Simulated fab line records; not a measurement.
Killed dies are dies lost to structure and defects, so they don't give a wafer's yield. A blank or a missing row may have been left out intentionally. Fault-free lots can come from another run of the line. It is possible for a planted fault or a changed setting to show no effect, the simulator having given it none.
2 desks, one fault -- flow sfq line -- each desk holds nothing but its own numbers, with what lay behind them at the end

## THE METROLOGY DESK
Means of the sampled wafers that have a number, per lot and without regard to the tool the lot ran on: this is what the gauges read. The brackets show how far a lot's mean lies from the usual mean; more than 4 standard deviations puts the lot out of limits, marked OUT.
Columns: A = J5_OVL at SFQ_JJ_OVL_MEAS_931, usual 1 nm
lot,first seen here,A
L302,day 59 19:53,3
L303,day 60 06:41,4
L309,day 68 13:47,-2
L311,day 68 22:10,-4
L314,day 69 14:37,-1
L316,day 70 04:44,1
L319,day 71 05:56,4
L320,day 71 08:20,-4
L321,day 71 09:44,-7
L322,day 71 13:08,0
L323,day 71 16:44,8
L324,day 71 21:32,-0
L325,day 71 22:44,-6
This desk's verdict: no lot among the 13 shows anything out of limits.

## DESK OF THE TOOL OWNER: cmp-02
The tool's own readings at SFQ_TRILAYER_I4_CMP_CMP_100 (polishes SiO2): means of the sampled wafers that have a number, for each lot that ran on this tool. The brackets show how far a lot's mean lies from the usual mean; more than 4 standard deviations puts the lot out of limits, marked OUT.
Columns: A = head pressure psi at SFQ_TRILAYER_I4_CMP_CMP_100, usual 3.000 psi; B = motor current A at SFQ_TRILAYER_I4_CMP_CMP_100, usual 10.2 A; C = platen rpm at SFQ_TRILAYER_I4_CMP_CMP_100, usual 60.00 rpm; D = time to endpoint s at SFQ_TRILAYER_I4_CMP_CMP_100, usual 218 s
lot,first seen here,A,B,C,D
L309,day 59 11:11,2.994,10.8,59.98,226
L311,day 59 18:41,2.993,9.0,60.01,231
L319,day 62 07:26,3.002,9.3,60.02,220
L320,day 62 10:26,3.001,9.4,60.05,226
L322,day 62 16:56,3.005,10.6,60.00,226
L323,day 62 19:56,2.998,10.2,59.99,221
L324,day 62 22:56,3.006,10.2,59.98,222
This desk's verdict: no lot among the 7 shows anything out of limits.

## ALL TOGETHER
At the metrology desk, nothing out of limits was observed.
Nothing out of limits was seen by the tool owner's desk.

## WHAT WAS PUT IN BY THE SIMULATOR
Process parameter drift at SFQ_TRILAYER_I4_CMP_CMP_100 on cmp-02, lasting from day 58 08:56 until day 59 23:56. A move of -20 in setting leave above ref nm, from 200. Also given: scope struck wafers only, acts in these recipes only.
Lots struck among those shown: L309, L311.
